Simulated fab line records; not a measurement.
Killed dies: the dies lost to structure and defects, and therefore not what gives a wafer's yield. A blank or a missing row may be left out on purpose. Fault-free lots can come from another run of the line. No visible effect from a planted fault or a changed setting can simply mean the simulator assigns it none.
fab line records | flow sky130
[record] lots = 13 | wafers = 36 | last-day = 50
route steps=708 shown DNWELL@41 NWELL@76 PAD_OPEN@708
lots with no fault: from the same line, run without faults
start-h: hours from the record's opening day to when the first of the lot's shown wafers began | wait-h: time in hours since the lot's previous step | " identical to the entry in the row above | L1.1+2: a single row standing in for several wafers | - no value present, or no start provided | * or withheld: withheld | < > ~ a bound
route shown NAME@n: NAME is a module with steps in the file, n the number in the route of the first one | usual: the fault-free wafers' mean and standard deviation | same: alike in all rows | chamber/n: place in a boat | sites: per-site readings | _std_site: standard deviation across them | _edge_site: inner sites' mean taken away from outer sites' mean | radius-mm: for every site, how far away it sits from the centre of the wafer | mask NAME#n: copy n | behind: the tool/chamber that last shaped the wafer | hold: reason for holding the lot/hours on hold/outcome of the hold | device: which transistor (n, p or np) failed to switch | end of line: tests of these same wafers at the route's end | a step with no rows: only its recipe | killed: dies lost to structure and defects at the first sort, not the wafer's yield | map: shows each die of a wafer: x if killed, . if not, _ if none is there
set.NAME: the run value of the setting; set.NAME@STEP: its run value at that earlier step | model.NAME: the simulator's own value behind a step, which no gauge read
steps of the route over a sample of lots; a table a step, a row a wafer
services: when a tool's chamber went out of use (start-h, in hours from the record's first day, below 0 if earlier), for how many hours, and the reason
[[steps]]
[step SKY_DNWELL_DEVELOP_06]
[recipe] wall-angle-deg = 90 | developer = TMAH | develop-time-s = 60 | dev-temp-c = 23
lot.wafer  | tool           | chamber | start-h | wait-h
L450.3+4+6 | litho-track-01 | 0       | 61      | -
L449.3+4+6 | litho-track-04 | 0       | 61      | -
L453.3+5+6 | litho-track-04 | 0       | 75      | -
L454.1+3+4 | litho-track-01 | 0       | 75      | -
L455.2+4+5 | litho-track-02 | 0       | 86      | -
L456.1+2+3 | litho-track-02 | 0       | 93      | -
L459.1+5   | litho-track-01 | 0       | 106     | -
L461.1+5   | litho-track-01 | 0       | 116     | -
L462.1+2   | litho-track-01 | 0       | 122     | -
L463.2+3+4 | litho-track-04 | 0       | 126     | -
L466.2+3+6 | litho-track-04 | 0       | 142     | -
L467.1+5+6 | litho-track-02 | 0       | 146     | -
L472.1+4+5 | litho-track-04 | 0       | 172     | -
[step SKY_DNWELL_STRIP_08]
[recipe] chemistry = O2/N2 | power-w = 1400 | pressure-mtorr = 1500 | platen-temp-c = withheld | o2-flow-sccm = 3000 | n2-flow-sccm = 300 | overash-fraction = 0.5
[usual] chamber-pressure-mTorr = 1500.0/1.3 | drypump-motor-current-A = 5.95/0.25 | o2-flow-sccm = 2999/8.3 | oes-product-au = 0.723/0.0044 | strip-time-to-endpoint-s = 36.99/0.11
lot.wafer | tool            | chamber | start-h | wait-h | chamber-pressure-mTorr | drypump-motor-current-A | o2-flow-sccm | oes-product-au | rf-hours-counter-h | strip-time-to-endpoint-s
L450.3    | plasma-asher-01 | 0       | 62.24   | 0.1    | 1500.5                 | 5.92                    | 2998         | 0.723          | -                  | 36.81
L450.4    | "               | 1       | "       | "      | 1500.8                 | 6.22                    | 2993         | 0.722          | -                  | 36.74
L450.6    | "               | 0       | "       | "      | 1500.2                 | 5.90                    | 3009         | 0.727          | -                  | 36.89
L449.3    | plasma-asher-04 | 0       | 62.31   | 0.1    | 1497.7                 | 5.73                    | 3009         | 0.718          | -                  | 37.18
L449.4    | "               | 1       | "       | "      | 1499.3                 | 6.03                    | 3016         | 0.728          | -                  | 37.11
L449.6    | "               | 0       | "       | "      | 1501.0                 | 5.73                    | 3000         | 0.717          | -                  | 37.11
L453.3    | plasma-asher-01 | 0       | 75.34   | 0.1    | 1500.1                 | 5.91                    | 2998         | 0.722          | -                  | 36.93
L453.5    | "               | 1       | "       | "      | 1500.5                 | 6.22                    | 3000         | 0.724          | -                  | 36.93
L453.6    | "               | 0       | "       | "      | 1498.9                 | 5.91                    | 3010         | 0.725          | -                  | 36.92
L454.1    | plasma-asher-01 | 0       | 75.89   | 0.1    | 1499.2                 | 5.92                    | 2981         | 0.716          | 39                 | 36.94
L454.3    | "               | 0       | "       | "      | 1499.6                 | 5.90                    | 2986         | 0.723          | -                  | 36.79
L454.4    | "               | 1       | "       | "      | 1500.0                 | 6.23                    | 3006         | 0.724          | -                  | 36.86
L455.2    | plasma-asher-03 | 0       | 86.29   | 0.1    | 1499.5                 | 6.08                    | 2992         | 0.726          | 42                 | 36.94
L455.4    | "               | 1       | "       | "      | 1501.1                 | 5.30                    | 3003         | 0.716          | -                  | 36.89
L455.5    | "               | 0       | "       | "      | 1500.5                 | 6.09                    | 3004         | 0.717          | -                  | 36.90
L456.1    | plasma-asher-01 | 0       | 93.79   | 0.1    | 1500.8                 | 5.89                    | 2994         | 0.728          | 41                 | 37.02
L456.2    | "               | 1       | "       | "      | 1501.1                 | 6.22                    | 2990         | 0.725          | 41                 | 36.92
L456.3    | "               | 1       | "       | "      | 1500.4                 | 6.23                    | 2995         | 0.722          | -                  | 36.90
L459.1    | plasma-asher-01 | 0       | 106.99  | 0.1    | 1498.0                 | 5.89                    | 2997         | 0.724          | 42                 | 36.95
L459.5    | "               | 0       | "       | "      | 1499.6                 | 5.91                    | 3014         | 0.724          | -                  | 36.87
L461.1    | plasma-asher-03 | 1       | 116.54  | 0.1    | 1501.4                 | 5.31                    | 2994         | 0.719          | 46                 | 37.01
L461.5    | "               | 1       | "       | "      | 1498.5                 | 5.32                    | 2983         | 0.726          | -                  | 37.05
L462.1    | plasma-asher-01 | 1       | 123.14  | 0.1    | 1500.3                 | 6.21                    | 3004         | 0.718          | 44                 | 37.06
L462.2    | "               | 0       | "       | "      | 1500.5                 | 5.93                    | 3013         | 0.730          | 44                 | 37.13
L463.2    | plasma-asher-04 | 0       | 126.91  | 0.1    | 1500.7                 | 5.76                    | 2992         | 0.718          | 30                 | 36.96
L463.3    | "               | 1       | "       | "      | 1500.9                 | 6.01                    | 2991         | 0.722          | -                  | 36.86
L463.4    | "               | 0       | "       | "      | 1501.5                 | 5.77                    | 3003         | 0.722          | -                  | 36.90
L466.2    | plasma-asher-04 | 0       | 143.01  | 0.1    | 1501.3                 | 5.77                    | 2994         | 0.721          | 32                 | 37.13
L466.3    | "               | 0       | "       | "      | 1500.2                 | 5.74                    | 3005         | 0.724          | -                  | 37.13
L466.6    | "               | 0       | "       | "      | 1500.4                 | 5.78                    | 3013         | 0.714          | -                  | 37.10
L467.1    | plasma-asher-03 | 1       | 146.49  | 0.1    | 1498.5                 | 5.32                    | 3009         | 0.726          | 49                 | 37.07
L467.5    | "               | 0       | "       | "      | 1499.5                 | 6.08                    | 2994         | 0.718          | -                  | 37.14
L467.6    | "               | 1       | "       | "      | 1500.1                 | 5.32                    | 2996         | 0.721          | -                  | 37.02
L472.1    | plasma-asher-01 | 1       | 173.16  | 0.1    | 1500.1                 | 6.19                    | 3002         | 0.720          | 49                 | 37.19
L472.4    | "               | 0       | "       | "      | 1501.9                 | 5.91                    | 2990         | 0.722          | -                  | 37.12
L472.5    | "               | 0       | "       | "      | 1499.1                 | 5.92                    | 3002         | 0.721          | -                  | 37.14
[step SKY_DNWELL_TW_MEAS_09]
[usual] DNWELL_TW = 1111/7.9
lot.wafer | tool          | chamber | start-h | wait-h | DNWELL_TW
L450.3    | film-metro-03 | -       | 62.33   | 0.1    | 1109
L450.4    | "             | -       | "       | "      | 1099
L450.6    | "             | -       | "       | "      | 1107
L449.3    | film-metro-03 | -       | 62.40   | 0.1    | 1108
L449.4    | "             | -       | "       | "      | 1111
L449.6    | "             | -       | "       | "      | 1107
L453.3    | film-metro-03 | -       | 75.43   | 0.1    | 1102
L453.5    | "             | -       | "       | "      | 1103
L453.6    | "             | -       | "       | "      | 1103
L454.1    | film-metro-02 | -       | 75.99   | 0.1    | 1100
L454.3    | "             | -       | "       | "      | 1102
L454.4    | "             | -       | "       | "      | 1102
L455.2    | film-metro-02 | -       | 86.40   | 0.1    | 1098
L455.4    | "             | -       | "       | "      | 1104
L455.5    | "             | -       | "       | "      | 1098
L456.1    | film-metro-04 | -       | 93.89   | 0.1    | 1103
L456.2    | "             | -       | "       | "      | 1110
L456.3    | "             | -       | "       | "      | 1109
L459.1    | film-metro-02 | -       | 107.09  | 0.1    | 518
L459.5    | "             | -       | "       | "      | 1094
L461.1    | film-metro-02 | -       | 116.64  | 0.1    | 515
L461.5    | "             | -       | "       | "      | 1116
L462.1    | film-metro-02 | -       | 123.24  | 0.1    | 516
L462.2    | "             | -       | "       | "      | 508
L463.2    | film-metro-03 | -       | 127.02  | 0.1    | 1121
L463.3    | "             | -       | "       | "      | 1118
L463.4    | "             | -       | "       | "      | 1123
L466.2    | film-metro-03 | -       | 143.12  | 0.1    | 1125
L466.3    | "             | -       | "       | "      | 1130
L466.6    | "             | -       | "       | "      | 1122
L467.1    | film-metro-02 | -       | 146.59  | 0.1    | 1106
L467.5    | "             | -       | "       | "      | 1103
L467.6    | "             | -       | "       | "      | 1105
L472.1    | film-metro-03 | -       | 173.26  | 0.1    | 1126
L472.4    | "             | -       | "       | "      | 1120
L472.5    | "             | -       | "       | "      | 1122
[step SKY_NWELL_OVL_MEAS_23]
[usual] NWELL_01_OVL = 0.4/1.4
lot.wafer | tool       | chamber | start-h | wait-h | NWELL_01_OVL[nm]
L450.3    | overlay-02 | -       | 114.30  | -      | 2.1
L450.4    | "          | -       | "       | "      | 0.5
L450.6    | "          | -       | "       | "      | -1.0
L449.3    | overlay-01 | -       | 114.65  | -      | 0.1
L449.4    | "          | -       | "       | "      | 1.1
L449.6    | "          | -       | "       | "      | 0.4
L453.3    | overlay-02 | -       | 128.50  | -      | -2.2
L453.5    | "          | -       | "       | "      | -1.0
L453.6    | "          | -       | "       | "      | -3.1
L454.1    | overlay-01 | -       | 129.25  | -      | -1.9
L454.3    | "          | -       | "       | "      | -0.3
L454.4    | "          | -       | "       | "      | 0.1
L455.2    | overlay-01 | -       | 141.20  | -      | 0.0
L455.4    | "          | -       | "       | "      | -0.3
L455.5    | "          | -       | "       | "      | 1.7
L456.1    | overlay-02 | -       | 149.70  | -      | -0.5
L456.2    | "          | -       | "       | "      | 2.1
L456.3    | "          | -       | "       | "      | 0.2
L459.1    | overlay-02 | -       | 164.54  | -      | -0.1
L459.5    | "          | -       | "       | "      | 0.4
L461.1    | overlay-02 | -       | 175.34  | -      | 2.7
L461.5    | "          | -       | "       | "      | 3.2
L462.1    | overlay-02 | -       | 181.74  | -      | 0.6
L462.2    | "          | -       | "       | "      | 0.3
L463.2    | overlay-02 | -       | 186.60  | -      | 0.6
L463.3    | "          | -       | "       | "      | 1.9
L463.4    | "          | -       | "       | "      | 1.2
L466.2    | overlay-01 | -       | 204.80  | -      | 0.6
L466.3    | "          | -       | "       | "      | 1.9
L466.6    | "          | -       | "       | "      | 0.4
L467.1    | overlay-01 | -       | 209.64  | -      | 0.1
L467.5    | "          | -       | "       | "      | 2.5
L467.6    | "          | -       | "       | "      | 2.5
L472.1    | overlay-02 | -       | 239.94  | -      | 1.0
L472.4    | "          | -       | "       | "      | -1.9
L472.5    | "          | -       | "       | "      | 1.8
[step SKY_NWELL_RTA_28]
[recipe] temp-c = 1050 | time-s = 30 | idle-temp-c = 650 | ramp-up-c-per-s = 150 | ramp-down-c-per-s = 90 | ambient = N2
[usual] anneal-temp-c-max = 1055.7/1.6 | lamp-power-pct = 25.30/0.056 | ramp-down-c-per-s = 90.000/0.016 | wafer_temp_C_max = 1054.9/1
lot.wafer | tool          | chamber | start-h | wait-h | anneal-temp-c-max | lamp-power-pct | ramp-down-c-per-s | wafer_temp_C_max
L450.3    | rtp-anneal-02 | 0       | 114.72  | 0.0    | 1056.1            | 25.27          | 90.001            | 1055.4
L450.4    | "             | 0       | "       | "      | 1059.4            | 25.26          | 90.025            | 1055.4
L450.6    | "             | 0       | "       | "      | 1058.5            | 25.34          | 89.998            | 1055.4
L449.3    | rtp-anneal-01 | 0       | 115.07  | 0.0    | 1052.9            | 25.26          | 89.991            | 1054.6
L449.4    | "             | 0       | "       | "      | 1052.6            | 25.29          | 90.007            | 1054.7
L449.6    | "             | 0       | "       | "      | 1053.9            | 25.28          | 89.992            | 1054.3
L453.3    | rtp-anneal-02 | 0       | 128.92  | 0.0    | 1055.5            | 25.23          | 90.001            | 1059.4
L453.5    | "             | 0       | "       | "      | 1055.5            | 25.34          | 90.041            | 1053.2
L453.6    | "             | 0       | "       | "      | 1055.6            | 25.34          | 90.039            | 1054.0
L454.1    | rtp-anneal-01 | 0       | 129.65  | 0.0    | 1055.3            | 25.28          | 90.002            | 1054.2
L454.3    | "             | 0       | "       | "      | 1055.7            | 25.17          | 89.989            | 1054.1
L454.4    | "             | 0       | "       | "      | 1055.3            | 25.26          | 90.010            | 1054.8
L455.2    | rtp-anneal-02 | 0       | 141.76  | 0.0    | 1056.3            | 25.44          | 90.003            | 1055.8
L455.4    | "             | 0       | "       | "      | 1056.5            | 25.31          | 89.959            | 1055.7
L455.5    | "             | 0       | "       | "      | 1057.2            | 25.33          | 89.974            | 1054.3
L456.1    | rtp-anneal-01 | 0       | 150.09  | 0.0    | 1054.1            | 25.31          | 90.000            | 1054.2
L456.2    | "             | 0       | "       | "      | 1054.6            | 25.36          | 89.991            | 1054.6
L456.3    | "             | 0       | "       | "      | 1054.5            | 25.34          | 90.021            | 1054.0
L459.1    | rtp-anneal-02 | 0       | 164.94  | 0.0    | 1058.0            | 25.34          | 89.994            | 1053.8
L459.5    | "             | 0       | "       | "      | 1057.5            | 25.20          | 89.981            | 1055.7
L461.1    | rtp-anneal-01 | 0       | 175.73  | 0.0    | 1056.4            | 25.28          | 89.989            | 1053.8
L461.5    | "             | 0       | "       | "      | 1054.4            | 25.32          | 89.999            | 1053.0
L462.1    | rtp-anneal-02 | 0       | 182.14  | 0.0    | 1056.1            | 25.28          | 89.992            | 1054.9
L462.2    | "             | 0       | "       | "      | 1056.7            | 25.36          | 90.010            | 1054.0
L463.2    | rtp-anneal-01 | 0       | 187.00  | 0.0    | 1054.2            | 25.44          | 90.011            | 1054.9
L463.3    | "             | 0       | "       | "      | 1055.0            | 25.26          | 90.006            | 1054.4
L463.4    | "             | 0       | "       | "      | 1054.1            | 25.38          | 89.984            | 1055.4
L466.2    | rtp-anneal-01 | 0       | 205.21  | 0.0    | 1055.0            | 25.31          | 90.022            | 1055.7
L466.3    | "             | 0       | "       | "      | 1054.2            | 25.25          | 90.013            | 1054.4
L466.6    | "             | 0       | "       | "      | 1053.7            | 25.31          | 89.997            | 1057.7
L467.1    | rtp-anneal-01 | 0       | 210.03  | 0.0    | 1053.6            | 25.33          | 90.026            | 1055.0
L467.5    | "             | 0       | "       | "      | 1056.1            | 25.32          | 89.985            | 1055.6
L467.6    | "             | 0       | "       | "      | 1055.2            | 25.28          | 89.990            | 1055.3
L472.1    | rtp-anneal-01 | 0       | 240.34  | 0.0    | 1055.1            | 25.30          | 89.983            | 1055.3
L472.4    | "             | 0       | "       | "      | 1054.4            | 25.31          | 89.983            | 1057.4
L472.5    | "             | 0       | "       | "      | 1054.7            | 25.39          | 89.999            | 1054.9
[step SKY_PAD_OPEN_PROBE_99]
[usual] killed_at_M0_to_M3 = 43/7.3 | killed_at_M4_up = 3.1/1.7 | killed-at-contacts = 25/5.3 | killed-at-front-end = 15/4.3 | killed-at-other = 0.2/0.54 | killed-dies = 87/10 | killed-on-rim = 17/3.9 | killed-open = 48/7.6 | killed-short = 38/6.1
[same] gross-dies = 492 | killed-at-back-side = 0
lot.wafer | tool      | chamber | start-h | wait-h | killed_at_M0_to_M3 | killed_at_M4_up | killed-at-contacts | killed-at-front-end | killed-at-other | killed-dies | killed-on-rim | killed-open | killed-short
L449.3    | prober-02 | -       | 1088.93 | 0.2    | 25                 | 4               | 36                 | 13                  | 0               | 78          | 15            | 40          | 38
L449.4    | prober-02 | -       | 1088.98 | 0.2    | 34                 | 1               | 25                 | 10                  | 0               | 70          | 13            | 38          | 32
L449.6    | prober-02 | -       | 1089.08 | 0.2    | 47                 | 1               | 23                 | 13                  | 0               | 84          | 15            | 47          | 37
L459.1    | prober-01 | -       | 1145.53 | 0.1    | 38                 | 1               | 24                 | 429                 | 0               | 492         | 96            | 47          | 25
L459.5    | prober-01 | -       | 1145.73 | 0.2    | 44                 | 3               | 27                 | 22                  | 0               | 96          | 13            | 58          | 38
L461.1    | prober-02 | -       | 1150.07 | 0.1    | 38                 | 3               | 23                 | 428                 | 0               | 492         | 96            | 58          | 32
L461.5    | prober-02 | -       | 1150.27 | 0.2    | 41                 | 4               | 26                 | 18                  | 1               | 90          | 16            | 47          | 40
L462.1    | prober-01 | -       | 1151.84 | 0.1    | 40                 | 1               | 20                 | 430                 | 1               | 492         | 96            | 44          | 33
L462.2    | prober-01 | -       | 1151.89 | 0.1    | 33                 | 4               | 23                 | 432                 | 0               | 492         | 96            | 42          | 38
L463.2    | prober-02 | -       | 1159.78 | 0.1    | 39                 | 2               | 31                 | 17                  | 0               | 89          | 23            | 44          | 45
L463.3    | prober-02 | -       | 1159.83 | 0.2    | 53                 | 2               | 27                 | 17                  | 2               | 101         | 21            | 56          | 43
L463.4    | prober-02 | -       | 1159.88 | 0.2    | 53                 | 3               | 25                 | 11                  | 0               | 92          | 18            | 53          | 39
L466.2    | prober-01 | -       | 1176.18 | 0.1    | 41                 | 2               | 22                 | 19                  | 0               | 84          | 18            | 47          | 37
L466.3    | prober-01 | -       | 1176.23 | 0.2    | 53                 | 4               | 26                 | 16                  | 0               | 99          | 20            | 48          | 50
L467.1    | prober-02 | -       | 1177.63 | 0.1    | 60                 | 2               | 36                 | 15                  | 0               | 113         | 22            | 69          | 43
L467.5    | prober-02 | -       | 1177.83 | 0.2    | 36                 | 2               | 18                 | 14                  | 0               | 70          | 16            | 36          | 32
L467.6    | prober-02 | -       | 1177.88 | 0.2    | 35                 | 7               | 28                 | 20                  | 0               | 90          | 18            | 63          | 27
L472.1    | prober-02 | -       | 1195.46 | 0.1    | 38                 | 1               | 28                 | 22                  | 0               | 89          | 20            | 49          | 38
L472.4    | prober-02 | -       | 1195.61 | 0.2    | 44                 | 2               | 24                 | 26                  | 0               | 96          | 20            | 50          | 43
L472.5    | prober-02 | -       | 1195.66 | 0.2    | 51                 | 1               | 37                 | 15                  | 1               | 105         | 29            | 62          | 43
// killed by level:class
L449.3 CONTACT:geometric-particle:open=13 CONTACT:geometric-particle:short=10 LI_CONTACT:geometric-particle:open=6 VIA2:geometric-particle:open=5 FIELD_ISO:geometric-particle:short=4 METAL1:geometric-particle:short=4 VIA1:geometric-particle:short=4 VIA1:geometric-particle:open=4
L449.4 CONTACT:geometric-particle:open=13 VIA3:geometric-particle:open=7 VIA1:geometric-particle:short=6 CONTACT:geometric-particle:short=5 POLY_GATE:geometric-particle:short=4 LI_CONTACT:geometric-particle:open=4 METAL1:geometric-particle:short=4 VIA1:geometric-particle:open=4
L449.6 VIA1:geometric-particle:open=8 VIA2:geometric-particle:open=8 VIA3:geometric-particle:open=7 LI_CONTACT:geometric-particle:open=6 LOCAL_INTERCONNECT:geometric-particle:short=6 CONTACT:geometric-particle:open=6 METAL1:geometric-particle:short=6 POLY_GATE:geometric-particle:open=4
L459.1 DNWELL:area-develop=420 VIA1:geometric-particle:open=11 CONTACT:geometric-particle:open=10 METAL2:geometric-particle:short=8 LI_CONTACT:geometric-particle:open=6 VIA2:geometric-particle:open=6 VIA3:geometric-particle:open=6 CONTACT:geometric-particle:short=4
L459.5 CONTACT:geometric-particle:open=14 VIA1:geometric-particle:open=10 VIA3:geometric-particle:open=10 VIA2:geometric-particle:open=6 FIELD_ISO:geometric-particle:open=5 POLY_GATE:geometric-particle:short=5 FIELD_ISO:geometric-particle:short=4 LOCAL_INTERCONNECT:geometric-particle:short=4
L461.1 DNWELL:area-develop=402 VIA1:geometric-particle:open=13 LI_CONTACT:geometric-particle:open=10 POLY_GATE:geometric-particle:open=7 FIELD_ISO:geometric-particle:open=6 VIA1:geometric-particle:short=5 CONTACT:geometric-particle:open=5 VIA3:geometric-particle:open=5
L461.5 CONTACT:geometric-particle:open=12 METAL1:geometric-particle:short=10 VIA1:geometric-particle:open=10 VIA2:geometric-particle:open=9 CONTACT:geometric-particle:short=6 POLY_GATE:geometric-particle:short=5 FIELD_ISO:geometric-particle:short=3 POLY_GATE:geometric-particle:open=3
L462.1 DNWELL:area-develop=414 CONTACT:geometric-particle:open=8 VIA1:geometric-particle:open=8 CONTACT:geometric-particle:short=6 VIA2:geometric-particle:open=6 FIELD_ISO:geometric-particle:open=5 VIA1:geometric-particle:short=5 METAL2:geometric-particle:short=5
L462.2 DNWELL:area-develop=412 CONTACT:geometric-particle:open=11 VIA1:geometric-particle:open=8 FIELD_ISO:geometric-particle:open=5 POLY_GATE:geometric-particle:short=5 METAL1:geometric-particle:short=5 VIA1:geometric-particle:short=5 LI_CONTACT:geometric-particle:open=4
L463.2 LI_CONTACT:geometric-particle:open=8 CONTACT:geometric-particle:short=8 CONTACT:geometric-particle:open=7 VIA3:geometric-particle:open=7 VIA2:geometric-particle:open=6 LOCAL_INTERCONNECT:geometric-particle:short=6 METAL1:geometric-particle:short=5 VIA1:geometric-particle:open=5
L463.3 CONTACT:geometric-particle:open=9 METAL1:geometric-particle:short=9 LI_CONTACT:geometric-particle:open=8 VIA2:geometric-particle:open=8 FIELD_ISO:geometric-particle:open=6 VIA1:geometric-particle:short=6 VIA2:geometric-particle:short=6 VIA3:geometric-particle:open=6
L463.4 VIA1:geometric-particle:open=17 VIA2:geometric-particle:open=8 CONTACT:geometric-particle:open=8 VIA1:geometric-particle:short=8 CONTACT:geometric-particle:short=6 SPACER:geometric-particle:open=4 VIA3:geometric-particle:open=4 VIA3:geometric-particle:short=4
L466.2 CONTACT:geometric-particle:open=10 VIA1:geometric-particle:open=10 POLY_GATE:geometric-particle:short=5 POLY_GATE:geometric-particle:open=5 LOCAL_INTERCONNECT:geometric-particle:short=5 METAL1:geometric-particle:short=5 VIA1:geometric-particle:short=5 VIA2:geometric-particle:open=5
L466.3 LI_CONTACT:geometric-particle:open=9 VIA1:geometric-particle:open=8 METAL1:geometric-particle:short=8 VIA3:geometric-particle:open=8 CONTACT:geometric-particle:open=7 METAL2:geometric-particle:short=7 VIA2:geometric-particle:open=6 METAL3:geometric-particle:short=5
L467.1 VIA1:geometric-particle:open=20 CONTACT:geometric-particle:open=13 VIA2:geometric-particle:open=10 LI_CONTACT:geometric-particle:open=9 CONTACT:geometric-particle:short=7 VIA3:geometric-particle:open=7 POLY_GATE:geometric-particle:open=5 METAL2:geometric-particle:short=5
L467.5 VIA1:geometric-particle:open=8 LI_CONTACT:geometric-particle:open=7 CONTACT:geometric-particle:open=7 POLY_GATE:geometric-particle:short=5 VIA3:geometric-particle:open=5 FIELD_ISO:geometric-particle:open=4 METAL1:geometric-particle:short=4 METAL2:geometric-particle:short=4
L467.6 CONTACT:geometric-particle:open=17 VIA1:geometric-particle:open=14 VIA2:geometric-particle:open=7 LI_CONTACT:geometric-particle:open=6 POLY_GATE:geometric-particle:open=6 FIELD_ISO:geometric-particle:short=5 METAL4:geometric-particle:short=5 METAL3:geometric-particle:short=4
L472.1 CONTACT:geometric-particle:open=12 FIELD_ISO:geometric-particle:open=7 CONTACT:geometric-particle:short=6 VIA1:geometric-particle:open=6 METAL2:geometric-particle:short=6 POLY_GATE:geometric-particle:open=5 LI_CONTACT:geometric-particle:open=5 VIA2:geometric-particle:open=5
L472.4 VIA1:geometric-particle:open=15 CONTACT:geometric-particle:open=9 FIELD_ISO:geometric-particle:short=8 LI_CONTACT:geometric-particle:open=6 METAL1:geometric-particle:short=6 CONTACT:geometric-particle:short=5 VIA1:geometric-particle:short=5 FIELD_ISO:geometric-particle:open=4
L472.5 CONTACT:geometric-particle:open=15 LI_CONTACT:geometric-particle:open=11 VIA3:geometric-particle:open=9 VIA2:geometric-particle:open=8 VIA1:geometric-particle:open=8 METAL2:geometric-particle:short=7 CONTACT:geometric-particle:short=5 METAL1:geometric-particle:short=5
[[services]]
tool            | chamber | start-h | hours | kind
plasma-asher-01 | -       | 72.54   | 1.5   | repair
litho-track-01  | -       | 73.45   | -     | consumable-replace:filter
litho-track-01  | -       | 94.03   | -     | consumable-replace:filter
plasma-asher-03 | -       | 162.68  | 1.5   | repair
rtp-anneal-01   | -       | 187.30  | 2.9   | pm
plasma-asher-03 | -       | 219.56  | 2.9   | repair
[[key]]
[first-sign] step = SKY_DNWELL_TW_MEAS_09 | reading = DNWELL_TW | direction = down | sigmas = 76 | usual = 1111 | struck = 514
[effect] step = SKY_PAD_OPEN_PROBE_99 | reading = killed-at-front-end | direction = up | sigmas = 97 | usual = 15 | struck = 430
[more-kills-born-at] SKY_DNWELL_DEVELOP_06@litho-track-01 = 1648
met-at SKY_DNWELL_DEVELOP_06
struck-lots L459,L461,L462
struck-wafers L459.1,L461.1,L462.1,L462.2
tester-left-out L459,L461,L462
not-acting-at SKY_DNWELL_STRIP_08,SKY_NWELL_OVL_MEAS_23,SKY_NWELL_RTA_28
onset-between 75 106
[fault] kind = process-parameter-drift | tool = litho-track-01 | chamber = - | onset-h = 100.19 | steps = SKY_DNWELL_DEVELOP_06 | channel = develop-time-s | offset = * | shape = step | end-h = 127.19 | scope = struck-wafers-only | acts-in = * | stated = *
// tester-left-out: of these lots the tester's yield and bins aren't shown, on N5 and GAA mostly nor the transistor test; their killed dies are dies lost to structure and defects alone, not to doping, threshold or leakage, so they don't give the yield
